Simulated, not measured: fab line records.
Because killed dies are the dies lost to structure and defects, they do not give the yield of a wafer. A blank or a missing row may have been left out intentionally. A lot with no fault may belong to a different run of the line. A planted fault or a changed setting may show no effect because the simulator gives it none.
What tool caused it? / flow sky130 / 72 wafers from 24 lots sampled at 6 of the route's 708 steps

WHAT EACH GAUGE READ, for each wafer
SKY_METAL1_THK_MEAS_06: measures by xrf. Usual: METAL1_ALCU_THK 247.3 nm, standard deviation 2.9.
lot=L074; measured=day 31 17:56; on=filmMetro-03; METAL1_ALCU_THK (nm)=245.8 249.8 244.2; flag=
lot=L075; measured=day 31 19:07; on=filmMetro-01; METAL1_ALCU_THK (nm)=248.9 250.1 246.5; flag=
lot=L076; measured=day 32 12:14; on=filmMetro-04; METAL1_ALCU_THK (nm)=244.3 245.4 248.4; flag=
lot=L077; measured=day 32 18:15; on=filmMetro-01; METAL1_ALCU_THK (nm)=244.9 246.0 247.6; flag=
lot=L078; measured=day 32 20:22; on=filmMetro-01; METAL1_ALCU_THK (nm)=245.8 246.6 245.2; flag=
lot=L079; measured=day 33 18:21; on=filmMetro-04; METAL1_ALCU_THK (nm)=250.8 247.8 250.2; flag=
lot=L080; measured=day 33 14:15; on=filmMetro-03; METAL1_ALCU_THK (nm)=248.5 244.8 245.2; flag=
lot=L081; measured=day 34 16:42; on=filmMetro-03; METAL1_ALCU_THK (nm)=256.3 253.2 254.7; flag=
lot=L082; measured=day 34 17:45; on=filmMetro-01; METAL1_ALCU_THK (nm)=248.3 247.7 252.2; flag=
lot=L083; measured=day 34 19:22; on=filmMetro-03; METAL1_ALCU_THK (nm)=248.7 244.9 244.5; flag=
lot=L084; measured=day 35 03:22; on=filmMetro-03; METAL1_ALCU_THK (nm)=250.4 246.5 248.0; flag=
lot=L085; measured=day 35 15:07; on=filmMetro-01; METAL1_ALCU_THK (nm)=249.0 251.3 245.2; flag=
lot=L086; measured=day 35 22:44; on=filmMetro-03; METAL1_ALCU_THK (nm)=247.6 240.6 247.0; flag=
lot=L087; measured=day 36 04:11; on=filmMetro-03; METAL1_ALCU_THK (nm)=244.7 245.3 249.8; flag=
lot=L088; measured=day 36 05:32; on=filmMetro-03; METAL1_ALCU_THK (nm)=245.0 242.9 248.2; flag=
lot=L089; measured=day 36 13:44; on=filmMetro-03; METAL1_ALCU_THK (nm)=247.5 250.2 246.4; flag=
lot=L090; measured=day 36 20:03; on=filmMetro-04; METAL1_ALCU_THK (nm)=247.8 246.2 244.9; flag=
lot=L091; measured=day 37 04:59; on=filmMetro-03; METAL1_ALCU_THK (nm)=246.1 248.7 247.0; flag=
lot=L092; measured=day 37 15:10; on=filmMetro-03; METAL1_ALCU_THK (nm)=248.4 244.8 246.8; flag=
lot=L093; measured=day 37 21:30; on=filmMetro-04; METAL1_ALCU_THK (nm)=247.1 247.8 246.3; flag=
lot=L094; measured=day 37 22:38; on=filmMetro-01; METAL1_ALCU_THK (nm)=245.1 242.8 246.1; flag=
lot=L095; measured=day 38 05:04; on=filmMetro-01; METAL1_ALCU_THK (nm)=245.0 247.8 245.2; flag=
lot=L096; measured=day 38 10:14; on=filmMetro-03; METAL1_ALCU_THK (nm)=251.8 248.4 250.5; flag=
lot=L097; measured=day 38 21:36; on=filmMetro-04; METAL1_ALCU_THK (nm)=247.1 247.8 246.0; flag=

SKY_VIA1_THK_MEAS_23: measures by xrf. Usual: VIA1_W_THK 268 nm, standard deviation 6.2.
lot=L074; measured=day 34 02:22; on=filmMetro-01; VIA1_W_THK (nm)=280 271 283; flag=
lot=L075; measured=day 34 03:49; on=filmMetro-01; VIA1_W_THK (nm)=270 267 267; flag=
lot=L076; measured=day 34 19:37; on=filmMetro-04; VIA1_W_THK (nm)=260 257 260; flag=
lot=L077; measured=day 35 01:10; on=filmMetro-04; VIA1_W_THK (nm)=268 265 268; flag=
lot=L078; measured=day 35 03:36; on=filmMetro-04; VIA1_W_THK (nm)=269 277 269; flag=
lot=L079; measured=day 36 02:08; on=filmMetro-04; VIA1_W_THK (nm)=274 262 264; flag=
lot=L080; measured=day 35 22:26; on=filmMetro-02; VIA1_W_THK (nm)=279 269 281; flag=
lot=L081; measured=day 37 00:34; on=filmMetro-02; VIA1_W_THK (nm)=263 269 269; flag=
lot=L082; measured=day 37 00:53; on=filmMetro-04; VIA1_W_THK (nm)=266 276 276; flag=
lot=L083; measured=day 37 02:13; on=filmMetro-04; VIA1_W_THK (nm)=260 264 263; flag=
lot=L084; measured=day 37 10:59; on=filmMetro-04; VIA1_W_THK (nm)=267 267 265; flag=
lot=L085; measured=day 37 21:34; on=filmMetro-01; VIA1_W_THK (nm)=266 269 265; flag=
lot=L086; measured=day 38 05:40; on=filmMetro-01; VIA1_W_THK (nm)=279 268 280; flag=
lot=L087; measured=day 38 10:41; on=filmMetro-02; VIA1_W_THK (nm)=269 264 259; flag=
lot=L088; measured=day 38 12:02; on=filmMetro-04; VIA1_W_THK (nm)=261 275 263; flag=
lot=L089; measured=day 38 20:14; on=filmMetro-01; VIA1_W_THK (nm)=267 266 272; flag=
lot=L090; measured=day 39 02:23; on=filmMetro-01; VIA1_W_THK (nm)=266 269 269; flag=
lot=L091; measured=day 39 09:38; on=filmMetro-04; VIA1_W_THK (nm)=273 265 276; flag=
lot=L092; measured=day 39 19:49; on=filmMetro-01; VIA1_W_THK (nm)=269 278 268; flag=
lot=L093; measured=day 40 01:54; on=filmMetro-02; VIA1_W_THK (nm)=275 263 264; flag=
lot=L094; measured=day 40 03:39; on=filmMetro-04; VIA1_W_THK (nm)=270 258 269; flag=
lot=L095; measured=day 40 07:56; on=filmMetro-01; VIA1_W_THK (nm)=266 274 262; flag=
lot=L096; measured=day 40 14:17; on=filmMetro-04; VIA1_W_THK (nm)=259 268 269; flag=
lot=L097; measured=day 41 01:04; on=filmMetro-02; VIA1_W_THK (nm)=256 262 259; flag=

SKY_METAL2_RS_MEAS_05: a four-point-probe measurement. Usual: METAL2_ALCU_RS 0.1265 ohm/sq, standard deviation 0.002.
lot=L074; measured=day 34 02:52; on=filmMetro-02; METAL2_ALCU_RS (ohm/sq)=0.1248 0.1237 0.1239; flag=
lot=L075; measured=day 34 04:19; on=filmMetro-04; METAL2_ALCU_RS (ohm/sq)=0.1283 0.1270 0.1252; flag=
lot=L076; measured=day 34 20:07; on=filmMetro-02; METAL2_ALCU_RS (ohm/sq)=0.1270 0.1255 0.1254; flag=
lot=L077; measured=day 35 01:46; on=filmMetro-03; METAL2_ALCU_RS (ohm/sq)=0.1247 0.1239 0.1258; flag=
lot=L078; measured=day 35 04:06; on=filmMetro-03; METAL2_ALCU_RS (ohm/sq)=0.1263 0.1249 0.1240; flag=
lot=L079; measured=day 36 02:38; on=filmMetro-03; METAL2_ALCU_RS (ohm/sq)=0.1251 0.1247 0.1256; flag=
lot=L080; measured=day 35 22:58; on=filmMetro-02; METAL2_ALCU_RS (ohm/sq)=0.1254 0.1255 0.1268; flag=
lot=L081; measured=day 37 01:05; on=filmMetro-03; METAL2_ALCU_RS (ohm/sq)=0.1264 0.1245 0.1232; flag=
lot=L082; measured=day 37 01:25; on=filmMetro-04; METAL2_ALCU_RS (ohm/sq)=0.1263 0.1255 0.1260; flag=
lot=L083; measured=day 37 02:43; on=filmMetro-02; METAL2_ALCU_RS (ohm/sq)=0.1252 0.1277 0.1248; flag=
lot=L084; measured=day 37 11:29; on=filmMetro-03; METAL2_ALCU_RS (ohm/sq)=0.1275 0.1260 0.1265; flag=
lot=L085; measured=day 37 22:04; on=filmMetro-02; METAL2_ALCU_RS (ohm/sq)=0.1261 0.1273 0.1263; flag=
lot=L086; measured=day 38 06:11; on=filmMetro-04; METAL2_ALCU_RS (ohm/sq)=0.1292 0.1297 0.1297; flag=
lot=L087; measured=day 38 11:13; on=filmMetro-02; METAL2_ALCU_RS (ohm/sq)=0.1251 0.1277 0.1263; flag=
lot=L088; measured=day 38 12:33; on=filmMetro-03; METAL2_ALCU_RS (ohm/sq)=0.1284 0.1311 0.1284; flag=
lot=L089; measured=day 38 20:44; on=filmMetro-03; METAL2_ALCU_RS (ohm/sq)=0.1247 0.1268 0.1246; flag=
lot=L090; measured=day 39 02:53; on=filmMetro-04; METAL2_ALCU_RS (ohm/sq)=0.1260 0.1267 0.1256; flag=
lot=L091; measured=day 39 10:08; on=filmMetro-03; METAL2_ALCU_RS (ohm/sq)=0.1278 0.1251 0.1268; flag=
lot=L092; measured=day 39 20:19; on=filmMetro-03; METAL2_ALCU_RS (ohm/sq)=0.1281 0.1278 0.1299; flag=
lot=L093; measured=day 40 02:24; on=filmMetro-03; METAL2_ALCU_RS (ohm/sq)=0.1285 0.1254 0.1254; flag=
lot=L094; measured=day 40 04:22; on=filmMetro-04; METAL2_ALCU_RS (ohm/sq)=0.1290 0.1282 0.1265; flag=
lot=L095; measured=day 40 08:28; on=filmMetro-04; METAL2_ALCU_RS (ohm/sq)=0.1314 0.1260 0.1288; flag=
lot=L096; measured=day 40 14:49; on=filmMetro-03; METAL2_ALCU_RS (ohm/sq)=0.1295 0.1278 0.1297; flag=
lot=L097; measured=day 41 01:35; on=filmMetro-02; METAL2_ALCU_RS (ohm/sq)=0.1280 0.1304 0.1282; flag=

WHAT TOOL EACH LOT RAN ON (gives the tool, then ch and the chambers of the sampled wafers, and finally the start)
lot=L074; SKY_FIELD_ISO_CMP_27=cmp-01 ch 0,1,2, day 2 13:04; SKY_LI_CONTACT_CVD_21=cvdW-01 ch 0,1, day 29 06:54; SKY_LOCAL_INTERCONNECT_ETCH_13=rieMetal-01 ch 0,1, day 30 11:39
lot=L075; SKY_FIELD_ISO_CMP_27=cmp-02 ch 0,3, day 2 14:49; SKY_LI_CONTACT_CVD_21=cvdW-02 ch 0,1, day 29 07:34; SKY_LOCAL_INTERCONNECT_ETCH_13=rieMetal-02 ch 0, day 30 12:40
lot=L076; SKY_FIELD_ISO_CMP_27=cmp-02 ch 0,1,3, day 2 22:11; SKY_LI_CONTACT_CVD_21=cvdW-02 ch 0,1, day 30 00:35; SKY_LOCAL_INTERCONNECT_ETCH_13=rieMetal-03 ch 1, day 31 05:31
lot=L077; SKY_FIELD_ISO_CMP_27=cmp-01 ch 1,2,3, day 3 02:40; SKY_LI_CONTACT_CVD_21=cvdW-01 ch 0,1, day 30 07:29; SKY_LOCAL_INTERCONNECT_ETCH_13=rieMetal-01 ch 0, day 31 12:18
lot=L078; SKY_FIELD_ISO_CMP_27=cmp-02 ch 0,3, day 3 06:50; SKY_LI_CONTACT_CVD_21=cvdW-02 ch 0,1, day 30 10:05; SKY_LOCAL_INTERCONNECT_ETCH_13=rieMetal-02 ch 0, day 31 14:43
lot=L079; SKY_FIELD_ISO_CMP_27=cmp-02 ch 1,2,3, day 3 12:53; SKY_LI_CONTACT_CVD_21=cvdW-02 ch 0, day 31 08:10; SKY_LOCAL_INTERCONNECT_ETCH_13=rieMetal-03 ch 0, day 32 12:13
lot=L080; SKY_FIELD_ISO_CMP_27=cmp-02 ch 0,2,3, day 3 15:46; SKY_LI_CONTACT_CVD_21=cvdW-02 ch 0,1, day 31 03:35; SKY_LOCAL_INTERCONNECT_ETCH_13=rieMetal-02 ch 0,1, day 32 07:50
lot=L081; SKY_FIELD_ISO_CMP_27=cmp-02 ch 0,2,3, day 3 23:21; SKY_LI_CONTACT_CVD_21=cvdW-02 ch 0,1, day 32 06:38; SKY_LOCAL_INTERCONNECT_ETCH_13=rieMetal-02 ch 0,1, day 33 10:14
lot=L082; SKY_FIELD_ISO_CMP_27=cmp-02 ch 2,3, day 4 03:10; SKY_LI_CONTACT_CVD_21=cvdW-02 ch 0,1, day 32 08:10; SKY_LOCAL_INTERCONNECT_ETCH_13=rieMetal-03 ch 0, day 33 11:49
lot=L083; SKY_FIELD_ISO_CMP_27=cmp-01 ch 1,2, day 4 08:19; SKY_LI_CONTACT_CVD_21=cvdW-01 ch 0,1, day 32 10:50; SKY_LOCAL_INTERCONNECT_ETCH_13=rieMetal-01 ch 0, day 33 14:09
lot=L084; SKY_FIELD_ISO_CMP_27=cmp-01 ch 0,2,3, day 4 12:25; SKY_LI_CONTACT_CVD_21=cvdW-02 ch 0,1, day 32 17:34; SKY_LOCAL_INTERCONNECT_ETCH_13=rieMetal-03 ch 0, day 33 21:13
lot=L085; SKY_FIELD_ISO_CMP_27=cmp-02 ch 2,3, day 4 20:31; SKY_LI_CONTACT_CVD_21=cvdW-01 ch 0,1, day 33 05:58; SKY_LOCAL_INTERCONNECT_ETCH_13=rieMetal-01 ch 0,1, day 34 09:03
lot=L086; SKY_FIELD_ISO_CMP_27=cmp-02 ch 0,2,3, day 5 05:55; SKY_LI_CONTACT_CVD_21=cvdW-02 ch 1, day 33 13:53; SKY_LOCAL_INTERCONNECT_ETCH_13=rieMetal-02 ch 0,1, day 34 17:01
lot=L087; SKY_FIELD_ISO_CMP_27=cmp-02 ch 1,3, day 5 08:39; SKY_LI_CONTACT_CVD_21=cvdW-01 ch 0,1, day 33 19:28; SKY_LOCAL_INTERCONNECT_ETCH_13=rieMetal-03 ch 0,1, day 34 22:44
lot=L088; SKY_FIELD_ISO_CMP_27=cmp-01 ch 1,2, day 5 12:41; SKY_LI_CONTACT_CVD_21=cvdW-02 ch 0,1, day 33 20:07; SKY_LOCAL_INTERCONNECT_ETCH_13=rieMetal-01 ch 0, day 34 23:53
lot=L089; SKY_FIELD_ISO_CMP_27=cmp-02 ch 0,1,2, day 5 18:09; SKY_LI_CONTACT_CVD_21=cvdW-02 ch 0,1, day 34 04:49; SKY_LOCAL_INTERCONNECT_ETCH_13=rieMetal-01 ch 0, day 35 08:26
lot=L090; SKY_FIELD_ISO_CMP_27=cmp-02 ch 1,3, day 5 23:07; SKY_LI_CONTACT_CVD_21=cvdW-01 ch 0,1, day 34 11:15; SKY_LOCAL_INTERCONNECT_ETCH_13=rieMetal-03 ch 0,1, day 35 14:34
lot=L091; SKY_FIELD_ISO_CMP_27=cmp-02 ch 0,2, day 6 04:18; SKY_LI_CONTACT_CVD_21=cvdW-01 ch 0,1, day 34 20:08; SKY_LOCAL_INTERCONNECT_ETCH_13=rieMetal-02 ch 0,1, day 35 23:16
lot=L092; SKY_FIELD_ISO_CMP_27=cmp-02 ch 0,1,2, day 6 08:28; SKY_LI_CONTACT_CVD_21=cvdW-02 ch 0,1, day 35 07:10; SKY_LOCAL_INTERCONNECT_ETCH_13=rieMetal-03 ch 0,1, day 36 10:25
lot=L093; SKY_FIELD_ISO_CMP_27=cmp-02 ch 0,2,3, day 6 15:35; SKY_LI_CONTACT_CVD_21=cvdW-02 ch 1, day 35 13:32; SKY_LOCAL_INTERCONNECT_ETCH_13=rieMetal-03 ch 0,1, day 36 16:36
lot=L094; SKY_FIELD_ISO_CMP_27=cmp-02 ch 2,3, day 6 17:05; SKY_LI_CONTACT_CVD_21=cvdW-01 ch 0,1, day 35 14:03; SKY_LOCAL_INTERCONNECT_ETCH_13=rieMetal-01 ch 0,1, day 36 17:25
lot=L095; SKY_FIELD_ISO_CMP_27=cmp-01 ch 0,2,3, day 7 00:21; SKY_LI_CONTACT_CVD_21=cvdW-01 ch 0,1, day 35 20:34; SKY_LOCAL_INTERCONNECT_ETCH_13=rieMetal-03 ch 0,1, day 36 23:43
lot=L096; SKY_FIELD_ISO_CMP_27=cmp-01 ch 0,3, day 7 05:18; SKY_LI_CONTACT_CVD_21=cvdW-01 ch 0,1, day 36 01:56; SKY_LOCAL_INTERCONNECT_ETCH_13=rieMetal-01 ch 0,1, day 37 04:53
lot=L097; SKY_FIELD_ISO_CMP_27=cmp-02 ch 0,3, day 7 11:07; SKY_LI_CONTACT_CVD_21=cvdW-02 ch 0,1, day 36 14:23; SKY_LOCAL_INTERCONNECT_ETCH_13=rieMetal-01 ch 0,1, day 37 17:18
- SKY_FIELD_ISO_CMP_27: polishes, stops on Si3N4, t overpolish 16 s, target thk 457.8 nm.
- SKY_LI_CONTACT_CVD_21: deposits W, target thk 400 nm, time 120.56 s.
- SKY_LOCAL_INTERCONNECT_ETCH_13: etches BARC in N2/H2, stops on SiO2, time 45.9 s, target depth 60 nm.

AS READ BY THE TOOLS THEMSELVES (means over the sampled wafers that have a number; for cases with no such wafer, the mark the record gives instead)
SKY_FIELD_ISO_CMP_27. Usual: edgeZonePressureFrac 0.999, standard deviation 0.0047; headPressurePsi 4.000 psi, standard deviation 0.0079; motorCurrentA 12.1 A, standard deviation 1.3; overpolishRunS 15.999 s, standard deviation 0.0086; timeToEndpointS 111 s, standard deviation 4.9.
lot=L074; tool=cmp-01; edgeZonePressureFrac=1.003; headPressurePsi (psi)=3.999; motorCurrentA (A)=11.1; overpolishRunS (s)=16.001; timeToEndpointS (s)=110; flag=
lot=L075; tool=cmp-02; edgeZonePressureFrac=0.995; headPressurePsi (psi)=4.001; motorCurrentA (A)=12.1; overpolishRunS (s)=15.997; timeToEndpointS (s)=103; flag=
lot=L076; tool=cmp-02; edgeZonePressureFrac=0.996; headPressurePsi (psi)=3.992; motorCurrentA (A)=12.3; overpolishRunS (s)=15.999; timeToEndpointS (s)=111; flag=
lot=L077; tool=cmp-01; edgeZonePressureFrac=1.004; headPressurePsi (psi)=4.010; motorCurrentA (A)=10.8; overpolishRunS (s)=16.001; timeToEndpointS (s)=111; flag=
lot=L078; tool=cmp-02; edgeZonePressureFrac=0.999; headPressurePsi (psi)=3.998; motorCurrentA (A)=12.1; overpolishRunS (s)=15.994; timeToEndpointS (s)=108; flag=
lot=L079; tool=cmp-02; edgeZonePressureFrac=0.997; headPressurePsi (psi)=3.998; motorCurrentA (A)=12.6; overpolishRunS (s)=16.006; timeToEndpointS (s)=111; flag=
lot=L080; tool=cmp-02; edgeZonePressureFrac=1.001; headPressurePsi (psi)=3.991; motorCurrentA (A)=12.9; overpolishRunS (s)=16.001; timeToEndpointS (s)=107; flag=
lot=L081; tool=cmp-02; edgeZonePressureFrac=0.995; headPressurePsi (psi)=3.991; motorCurrentA (A)=13.0; overpolishRunS (s)=16.005; timeToEndpointS (s)=107; flag=
lot=L082; tool=cmp-02; edgeZonePressureFrac=0.999; headPressurePsi (psi)=4.003; motorCurrentA (A)=13.0; overpolishRunS (s)=15.993; timeToEndpointS (s)=108; flag=
lot=L083; tool=cmp-01; edgeZonePressureFrac=1.007; headPressurePsi (psi)=4.004; motorCurrentA (A)=10.5; overpolishRunS (s)=15.996; timeToEndpointS (s)=109; flag=
lot=L084; tool=cmp-01; edgeZonePressureFrac=0.999; headPressurePsi (psi)=3.995; motorCurrentA (A)=11.6; overpolishRunS (s)=16.004; timeToEndpointS (s)=112; flag=
lot=L085; tool=cmp-02; edgeZonePressureFrac=0.999; headPressurePsi (psi)=3.999; motorCurrentA (A)=13.2; overpolishRunS (s)=16.011; timeToEndpointS (s)=109; flag=
lot=L086; tool=cmp-02; edgeZonePressureFrac=0.999; headPressurePsi (psi)=4.003; motorCurrentA (A)=12.8; overpolishRunS (s)=15.994; timeToEndpointS (s)=112; flag=
lot=L087; tool=cmp-02; edgeZonePressureFrac=1.000; headPressurePsi (psi)=4.007; motorCurrentA (A)=13.6; overpolishRunS (s)=16.004; timeToEndpointS (s)=112; flag=
lot=L088; tool=cmp-01; edgeZonePressureFrac=1.002; headPressurePsi (psi)=4.000; motorCurrentA (A)=10.6; overpolishRunS (s)=15.996; timeToEndpointS (s)=108; flag=
lot=L089; tool=cmp-02; edgeZonePressureFrac=0.995; headPressurePsi (psi)=4.000; motorCurrentA (A)=11.8; overpolishRunS (s)=16.002; timeToEndpointS (s)=115; flag=
lot=L090; tool=cmp-02; edgeZonePressureFrac=0.997; headPressurePsi (psi)=4.007; motorCurrentA (A)=14.0; overpolishRunS (s)=15.999; timeToEndpointS (s)=112; flag=
lot=L091; tool=cmp-02; edgeZonePressureFrac=1.001; headPressurePsi (psi)=4.006; motorCurrentA (A)=11.6; overpolishRunS (s)=15.997; timeToEndpointS (s)=106; flag=
lot=L092; tool=cmp-02; edgeZonePressureFrac=0.999; headPressurePsi (psi)=4.011; motorCurrentA (A)=11.8; overpolishRunS (s)=15.994; timeToEndpointS (s)=112; flag=
lot=L093; tool=cmp-02; edgeZonePressureFrac=1.002; headPressurePsi (psi)=3.997; motorCurrentA (A)=12.3; overpolishRunS (s)=15.999; timeToEndpointS (s)=111; flag=
lot=L094; tool=cmp-02; edgeZonePressureFrac=1.001; headPressurePsi (psi)=4.002; motorCurrentA (A)=13.9; overpolishRunS (s)=15.999; timeToEndpointS (s)=113; flag=
lot=L095; tool=cmp-01; edgeZonePressureFrac=0.998; headPressurePsi (psi)=3.995; motorCurrentA (A)=11.2; overpolishRunS (s)=15.994; timeToEndpointS (s)=110; flag=
lot=L096; tool=cmp-01; edgeZonePressureFrac=0.998; headPressurePsi (psi)=4.006; motorCurrentA (A)=11.3; overpolishRunS (s)=16.001; timeToEndpointS (s)=113; flag=
lot=L097; tool=cmp-02; edgeZonePressureFrac=1.000; headPressurePsi (psi)=3.997; motorCurrentA (A)=12.0; overpolishRunS (s)=15.999; timeToEndpointS (s)=111; flag=

SKY_LI_CONTACT_CVD_21. Usual: heaterPowerW reads 827 W (standard deviation 54).
lot=L074; tool=cvdW-01; heaterPowerW (W)=861; flag=
lot=L075; tool=cvdW-02; heaterPowerW (W)=791; flag=
lot=L076; tool=cvdW-02; heaterPowerW (W)=787; flag=
lot=L077; tool=cvdW-01; heaterPowerW (W)=890; flag=
lot=L078; tool=cvdW-02; heaterPowerW (W)=765; flag=
lot=L079; tool=cvdW-02; heaterPowerW (W)=771; flag=
lot=L080; tool=cvdW-02; heaterPowerW (W)=796; flag=
lot=L081; tool=cvdW-02; heaterPowerW (W)=792; flag=
lot=L082; tool=cvdW-02; heaterPowerW (W)=802; flag=
lot=L083; tool=cvdW-01; heaterPowerW (W)=862; flag=
lot=L084; tool=cvdW-02; heaterPowerW (W)=795; flag=
lot=L085; tool=cvdW-01; heaterPowerW (W)=851; flag=
lot=L086; tool=cvdW-02; heaterPowerW (W)=827; flag=
lot=L087; tool=cvdW-01; heaterPowerW (W)=884; flag=
lot=L088; tool=cvdW-02; heaterPowerW (W)=818; flag=
lot=L089; tool=cvdW-02; heaterPowerW (W)=797; flag=
lot=L090; tool=cvdW-01; heaterPowerW (W)=857; flag=
lot=L091; tool=cvdW-01; heaterPowerW (W)=898; flag=
lot=L092; tool=cvdW-02; heaterPowerW (W)=786; flag=
lot=L093; tool=cvdW-02; heaterPowerW (W)=827; flag=
lot=L094; tool=cvdW-01; heaterPowerW (W)=880; flag=
lot=L095; tool=cvdW-01; heaterPowerW (W)=884; flag=
lot=L096; tool=cvdW-01; heaterPowerW (W)=885; flag=
lot=L097; tool=cvdW-02; heaterPowerW (W)=785; flag=

SKY_LOCAL_INTERCONNECT_ETCH_13. Usual: drypumpMotorCurrentA 5.9 A, standard deviation 0.57; h2FlowSccm 200.0 sccm, standard deviation 0.61; heBacksideLeakSccm 3.43 sccm, standard deviation 0.23; oesProductAu 0.855 a.u., standard deviation 0.0046; rfFwdPowerW 494.3 W, standard deviation 2; throttleValvePct 13.224 %, standard deviation 0.009.
lot=L074; tool=rieMetal-01; drypumpMotorCurrentA (A)=6.2; h2FlowSccm (sccm)=200.4; heBacksideLeakSccm (sccm)=3.25; oesProductAu (a.u.)=0.856; rfFwdPowerW (W)=494.2; throttleValvePct (%)=13.225; flag=
lot=L075; tool=rieMetal-02; drypumpMotorCurrentA (A)=6.1; h2FlowSccm (sccm)=199.1; heBacksideLeakSccm (sccm)=3.51; oesProductAu (a.u.)=0.856; rfFwdPowerW (W)=493.4; throttleValvePct (%)=13.226; flag=
lot=L076; tool=rieMetal-03; drypumpMotorCurrentA (A)=5.0; h2FlowSccm (sccm)=200.0; heBacksideLeakSccm (sccm)=3.55; oesProductAu (a.u.)=0.855; rfFwdPowerW (W)=494.0; throttleValvePct (%)=13.225; flag=
lot=L077; tool=rieMetal-01; drypumpMotorCurrentA (A)=5.4; h2FlowSccm (sccm)=200.8; heBacksideLeakSccm (sccm)=3.59; oesProductAu (a.u.)=0.856; rfFwdPowerW (W)=493.5; throttleValvePct (%)=13.218; flag=
lot=L078; tool=rieMetal-02; drypumpMotorCurrentA (A)=6.1; h2FlowSccm (sccm)=199.9; heBacksideLeakSccm (sccm)=3.50; oesProductAu (a.u.)=0.854; rfFwdPowerW (W)=492.3; throttleValvePct (%)=13.226; flag=
lot=L079; tool=rieMetal-03; drypumpMotorCurrentA (A)=6.4; h2FlowSccm (sccm)=200.8; heBacksideLeakSccm (sccm)=3.38; oesProductAu (a.u.)=0.853; rfFwdPowerW (W)=496.1; throttleValvePct (%)=13.217; flag=
lot=L080; tool=rieMetal-02; drypumpMotorCurrentA (A)=6.0; h2FlowSccm (sccm)=199.9; heBacksideLeakSccm (sccm)=3.42; oesProductAu (a.u.)=0.854; rfFwdPowerW (W)=490.5; throttleValvePct (%)=13.223; flag=
lot=L081; tool=rieMetal-02; drypumpMotorCurrentA (A)=6.0; h2FlowSccm (sccm)=200.0; heBacksideLeakSccm (sccm)=3.39; oesProductAu (a.u.)=0.856; rfFwdPowerW (W)=490.8; throttleValvePct (%)=13.226; flag=
lot=L082; tool=rieMetal-03; drypumpMotorCurrentA (A)=6.4; h2FlowSccm (sccm)=200.1; heBacksideLeakSccm (sccm)=3.51; oesProductAu (a.u.)=0.856; rfFwdPowerW (W)=495.7; throttleValvePct (%)=13.229; flag=
lot=L083; tool=rieMetal-01; drypumpMotorCurrentA (A)=5.4; h2FlowSccm (sccm)=199.8; heBacksideLeakSccm (sccm)=3.60; oesProductAu (a.u.)=0.862; rfFwdPowerW (W)=493.9; throttleValvePct (%)=13.230; flag=
lot=L084; tool=rieMetal-03; drypumpMotorCurrentA (A)=6.4; h2FlowSccm (sccm)=200.1; heBacksideLeakSccm (sccm)=3.47; oesProductAu (a.u.)=0.860; rfFwdPowerW (W)=491.8; throttleValvePct (%)=13.225; flag=
lot=L085; tool=rieMetal-01; drypumpMotorCurrentA (A)=6.2; h2FlowSccm (sccm)=199.1; heBacksideLeakSccm (sccm)=3.30; oesProductAu (a.u.)=0.856; rfFwdPowerW (W)=494.6; throttleValvePct (%)=13.224; flag=
lot=L086; tool=rieMetal-02; drypumpMotorCurrentA (A)=6.0; h2FlowSccm (sccm)=200.0; heBacksideLeakSccm (sccm)=3.38; oesProductAu (a.u.)=0.850; rfFwdPowerW (W)=493.1; throttleValvePct (%)=13.219; flag=
lot=L087; tool=rieMetal-03; drypumpMotorCurrentA (A)=5.9; h2FlowSccm (sccm)=199.4; heBacksideLeakSccm (sccm)=3.51; oesProductAu (a.u.)=0.854; rfFwdPowerW (W)=496.0; throttleValvePct (%)=13.215; flag=
lot=L088; tool=rieMetal-01; drypumpMotorCurrentA (A)=5.4; h2FlowSccm (sccm)=200.1; heBacksideLeakSccm (sccm)=3.56; oesProductAu (a.u.)=0.852; rfFwdPowerW (W)=492.5; throttleValvePct (%)=13.227; flag=
lot=L089; tool=rieMetal-01; drypumpMotorCurrentA (A)=5.4; h2FlowSccm (sccm)=200.2; heBacksideLeakSccm (sccm)=3.38; oesProductAu (a.u.)=0.853; rfFwdPowerW (W)=494.0; throttleValvePct (%)=13.228; flag=
lot=L090; tool=rieMetal-03; drypumpMotorCurrentA (A)=5.5; h2FlowSccm (sccm)=199.8; heBacksideLeakSccm (sccm)=3.46; oesProductAu (a.u.)=0.851; rfFwdPowerW (W)=494.8; throttleValvePct (%)=13.230; flag=
lot=L091; tool=rieMetal-02; drypumpMotorCurrentA (A)=5.8; h2FlowSccm (sccm)=200.2; heBacksideLeakSccm (sccm)=3.14; oesProductAu (a.u.)=0.852; rfFwdPowerW (W)=494.3; throttleValvePct (%)=13.217; flag=
lot=L092; tool=rieMetal-03; drypumpMotorCurrentA (A)=5.9; h2FlowSccm (sccm)=200.1; heBacksideLeakSccm (sccm)=3.46; oesProductAu (a.u.)=0.856; rfFwdPowerW (W)=496.8; throttleValvePct (%)=13.225; flag=
lot=L093; tool=rieMetal-03; drypumpMotorCurrentA (A)=5.5; h2FlowSccm (sccm)=199.7; heBacksideLeakSccm (sccm)=3.55; oesProductAu (a.u.)=0.850; rfFwdPowerW (W)=496.4; throttleValvePct (%)=13.217; flag=
lot=L094; tool=rieMetal-01; drypumpMotorCurrentA (A)=6.2; h2FlowSccm (sccm)=200.1; heBacksideLeakSccm (sccm)=3.22; oesProductAu (a.u.)=0.857; rfFwdPowerW (W)=494.9; throttleValvePct (%)=13.224; flag=
lot=L095; tool=rieMetal-03; drypumpMotorCurrentA (A)=5.5; h2FlowSccm (sccm)=199.8; heBacksideLeakSccm (sccm)=3.53; oesProductAu (a.u.)=0.856; rfFwdPowerW (W)=495.6; throttleValvePct (%)=13.220; flag=
lot=L096; tool=rieMetal-01; drypumpMotorCurrentA (A)=6.2; h2FlowSccm (sccm)=200.4; heBacksideLeakSccm (sccm)=3.37; oesProductAu (a.u.)=0.859; rfFwdPowerW (W)=494.8; throttleValvePct (%)=13.231; flag=
lot=L097; tool=rieMetal-01; drypumpMotorCurrentA (A)=6.2; h2FlowSccm (sccm)=200.2; heBacksideLeakSccm (sccm)=3.37; oesProductAu (a.u.)=0.859; rfFwdPowerW (W)=495.0; throttleValvePct (%)=13.223; flag=

THE ANSWER, worked out from the rows above alone
Rule: a lot is off if the mean of its wafers that have a number lies more than 3 standard deviations from the usual mean. Also off: a lot with no number at a reading for which 4 or more lots have one. The other lots that the step has rows for count as sound. After the gauges, taken in route order, come the tools' own readings; for these a lot's mean is taken, as printed above. The first step at which some lot is off is used, and at that step the reading that is off furthest; a lot without a number counts as furthest.
Across all readings shown, no lot is off: no conclusion can be drawn from this.

WHAT WAS PUT IN BY THE SIMULATOR
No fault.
